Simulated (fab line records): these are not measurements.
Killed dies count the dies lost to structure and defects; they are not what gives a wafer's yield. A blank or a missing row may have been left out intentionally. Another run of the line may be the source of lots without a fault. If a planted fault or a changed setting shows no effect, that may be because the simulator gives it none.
What tool caused it?    flow sky130    18 wafers from 6 lots sampled at 2 of the route's 708 steps

== WHAT EACH GAUGE READ, for each wafer ==
SKY_RES_XHIGH_TW_MEAS_09.
lot   measured      on             RES_XHIGH_TW
L537  day 24 10:19  film-metro-01  1636 1626 1634
L539  day 24 13:01  film-metro-02  1631 1631 1635
L541  day 25 16:22  film-metro-04  1622 1631 1623
L544  day 26 14:13  film-metro-02  1633 1630 1630
L548  day 27 08:52  film-metro-01  1058 1057 1053
L550  day 27 18:46  film-metro-02  1054 1060 1057

== WHICH TOOL RAN EACH LOT (tool, then ch and the chambers of the sampled wafers, then the start) ==
lot   SKY_RES_XHIGH_IMPLANT_07
L537  implanter-01 ch 0, day 24 10:04
L539  implanter-01 ch 0, day 24 12:46
L541  implanter-01 ch 0, day 25 16:05
L544  implanter-04 ch 0, day 26 13:59
L548  implanter-04 ch 0, day 27 08:38
L550  implanter-01 ch 0, day 27 18:31
- SKY_RES_XHIGH_IMPLANT_07

== THE ANSWER, worked out from the rows above alone ==
Rule: usual is defined by the lots themselves. Put in order of their means at a reading, lots are off if they are a third of the lots or fewer, leave a main group of 4 or more, and stand apart from it by a gap of 3 or more times the standard deviation of the main group's means; of several such gaps the widest counts. If all means in a main group match to the digits the tables above print for the reading, that group is not used. A lot without any number at a reading at which 4 lots or more have one is off too. Where the step has rows for the other lots, those lots are counted as sound.
Off: L548, L550, seen at SKY_RES_XHIGH_TW_MEAS_09 (RES_XHIGH_TW). Mean 1630 and standard deviation 2.8 in the main group.
A tool fits if, at a process step before that reading, it ran every lot that is off, and no sound lot after the first of them. The gauges at SKY_RES_XHIGH_TW_MEAS_09 are tried like those tools. No candidate that was tried fits.

== WHAT THE SIMULATOR HAD INSERTED ==
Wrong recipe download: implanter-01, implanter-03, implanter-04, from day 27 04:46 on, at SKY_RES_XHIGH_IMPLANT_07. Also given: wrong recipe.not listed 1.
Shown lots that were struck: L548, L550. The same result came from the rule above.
